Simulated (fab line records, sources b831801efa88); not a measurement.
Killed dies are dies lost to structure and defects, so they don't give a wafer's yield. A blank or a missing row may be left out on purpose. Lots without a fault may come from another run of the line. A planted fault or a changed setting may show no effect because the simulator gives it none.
A struck lot beside a sound one | flow sky130 | 19 steps out of a route of 708
Sound: wafers L255.1, L255.3, L255.5. Struck: wafers L269.1, L269.3, L269.6. The cause comes at the end.
At each step with rows: each side's tool, then ch and its chambers, then its first start. Under that, the readings that differ: sound wafers | struck wafers | difference of the means | sigmas: that difference in standard deviations of wafers without a fault.
alike: readings whose means differ by less than 2 such deviations, and words and numbers that are the same on both sides. not compared: withheld readings, readings that some wafer has no value for, bounds like >300 that may hide the same value, and numbers for which the record gives no deviation and whose values overlap.
The two part at a step that has a row with sigmas, a row that says differs or no value, or rows on one side only. Numbers that don't overlap but have no deviation are shown without sigmas and don't part them. A reading that every wafer of one side lacks parts them only if that side has two wafers or more.

first, 3 steps without rows for these wafers: SKY_SD_P_EXPOSE_04 (exposes mask PSDM, target cd 380 nm); SKY_SD_P_PEB_05; SKY_SD_P_DEVELOP_06 (develop time 60 s).
SKY_SD_P_CD_MEAS_07: target cd 380 nm.
  sound on cd_sem-02, day 26 14:07; struck on cd_sem-02, day 31 19:17
  alike: cd_nm
SKY_SD_P_OVL_MEAS_08:
  sound on overlay-02, day 26 14:14; struck on overlay-02, day 31 19:24
  alike: SD_P_OVL
then, 1 step without rows for these wafers: SKY_SD_P_IMPLANT_09.
SKY_SD_P_STRIP_10: strips in O2/N2.
  sound on plasma_asher-02 ch 0,1, day 26 14:26; struck on plasma_asher-02 ch 0,1, day 31 19:35
  reading                      | sound             | struck            | difference | sigmas
  strip_time_to_endpoint_s (s) | 17.49 17.46 17.49 | 17.56 17.56 17.57 | +0.08      | +2
  alike: drypump_motor_current_A, oes_product_au
  not compared: rf_hours_counter_h
SKY_SD_P_TW_MEAS_11:
  sound on film_metro-02, day 26 14:32; struck on film_metro-02, day 31 19:41
  alike: SD_P_TW
then, 4 steps without rows for these wafers: SKY_RES_XHIGH_DEHYDRATE_00 (time 60 s); SKY_RES_XHIGH_HMDS_01 (prime time 60 s); SKY_RES_XHIGH_COAT_02 (resist thk 1140 nm); SKY_RES_XHIGH_SOFTBAKE_03 (time 60 s).
SKY_RES_XHIGH_EXPOSE_04: exposes mask URPM, target cd 1270 nm.
  sound on iline_stepper-01 ch 0, day 27 03:44; struck on iline_stepper-01, day 32 08:34
  no value came back on the struck wafers for exposure_dose_mJ_cm2, focus_offset_nm (nm); on the sound wafers exposure_dose_mJ_cm2 reads 139.84 139.89 140.09
  alike: mask
then, 3 steps without rows for these wafers: SKY_RES_XHIGH_PEB_05; SKY_RES_XHIGH_DEVELOP_06 (develop time 60 s); SKY_RES_XHIGH_IMPLANT_07.
SKY_RES_XHIGH_STRIP_08: strips in O2/N2.
  sound on plasma_asher-01 ch 0,1, day 27 17:46; struck on plasma_asher-03 ch 0,1, day 32 22:09
  alike: drypump_motor_current_A, oes_product_au, strip_time_to_endpoint_s
  not compared: rf_hours_counter_h
SKY_RES_XHIGH_TW_MEAS_09:
  sound on film_metro-01, day 27 17:52; struck on film_metro-01, day 32 22:15
  reading      | sound          | struck   | difference | sigmas
  RES_XHIGH_TW | 1623 1621 1628 | 30 30 30 | -1594      | -99 or more
then, 1 step without rows for these wafers: SKY_SD_N_DEHYDRATE_00 (time 60 s).

WHERE THEY PART
First at SKY_SD_P_STRIP_10; last, within this record, at SKY_RES_XHIGH_TW_MEAS_09.

WHY: what the simulator had put in
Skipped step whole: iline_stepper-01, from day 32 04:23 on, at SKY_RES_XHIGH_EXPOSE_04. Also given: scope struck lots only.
